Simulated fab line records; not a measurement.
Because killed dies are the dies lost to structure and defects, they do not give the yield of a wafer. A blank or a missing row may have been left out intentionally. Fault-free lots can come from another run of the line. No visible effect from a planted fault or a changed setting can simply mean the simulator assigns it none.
8D (eight disciplines) problem report, filled in by code ; flow gf180mcu ; the parts of the form that need people (team, actions taken, sign-off) are left out

1. WHAT WENT WRONG
Mean HV_LDD_RS at GF_HV_LDD_RS_MEAS_53: 405.2 ohm/sq over 6 wafers in 2 lots; fault-free wafers: 418.7 ohm/sq, standard deviation 0.79. Measured from the usual mean, that is -17 standard deviations.
The step: measures by four-point-probe.
First observed at day 14 15:13: wafer L529.2, on film-metro-01. The record holds 36 wafers of 12 lots with a number at this step. Rule for "out" (also "out of limits"): further than 4 standard deviations from the usual mean. The other wafers with a number count as sound.

2. WHAT IT IS, AND WHAT IT ISN'T
question;is;is not
which readings at this step;HV_LDD_RS;-
which lots;L529, L532;L524, L525, L527, L528, L534, L540, L541, L543, L545, L546
which wafers of those lots;all that have a number;-
read on which gauges;film-metro-01;film-metro-03, film-metro-04
when;from day 14 15:13;"up to then (12 sound wafers); but 18 sound wafers of L534, L540, L541, L543, L545, L546 came after"

3. WHAT RULES OUT EACH SUSPECT
Counting: any tool at a process step up to the reading is kept as a suspect provided that every lot that is out went through it and no sound lot did after the first of them.
- the gauge at GF_HV_LDD_RS_MEAS_53: ruled out. All the wafers that are out were read on film-metro-01, but those of them that GF_HV_LDD_IMPLANT_09 has rows for are out there too, on other tools.
- implanter-03 at GF_HV_LDD_IMPLANT_09: ruled out as a lasting fault. Following L529 (day 12 01:05), the first lot on it that is out, the sound lots L540, L541, L543, L545, L546 were run on it.
Left after counting: nothing in the record.

4. THE CAUSE (what the simulator had put in)
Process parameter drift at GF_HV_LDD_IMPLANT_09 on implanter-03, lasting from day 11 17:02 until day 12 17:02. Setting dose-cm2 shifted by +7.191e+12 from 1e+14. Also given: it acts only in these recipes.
The count ruled it out by mistake, since the rule takes a fault to strike every lot its tool runs from the start of the fault on, and this one did not do so.

5. THE EFFECT CHAIN, in route order
Rows list readings where the struck wafers' mean (over those with a number) sits beyond 3 standard deviations from the usual. Readings are gone through only where the record gives a usual standard deviation; hours: the median, over the lots, of the time from a lot's start at the first step in this table giving one to that lot's start at this step; sigmas: the change measured in usual standard deviations.
hours;step;reading;usual;on struck wafers;change;sigmas
0;GF_HV_LDD_IMPLANT_09;dose-ions-cm2;1.0001e+14;1.0718e+14;+7.1700e+12;+65
0;GF_HV_LDD_IMPLANT_09;faraday-current-uA;564;606;+42;+3.8
63;GF_HV_LDD_RS_MEAS_53;HV_LDD_RS;418.7 ohm/sq;405.2;-13.5;-17
It contains these process steps:
- GF_HV_LDD_IMPLANT_09
Later steps that measure or inspect, where all struck wafers having a row at the step show a number for every such reading and not one has moved that far: GF_M1_RS_MEAS_05.

6. WHAT WOULD HAVE CAUGHT IT SOONER
In this record the first reading out of limits at a measuring or inspecting step was taken at day 14 15:13, 70 hours after the fault began at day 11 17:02.
Tool's own readings at GF_HV_LDD_IMPLANT_09, dose-ions-cm2: out on all struck wafers the step has rows for; an alarm limit on them would have tripped on the first.
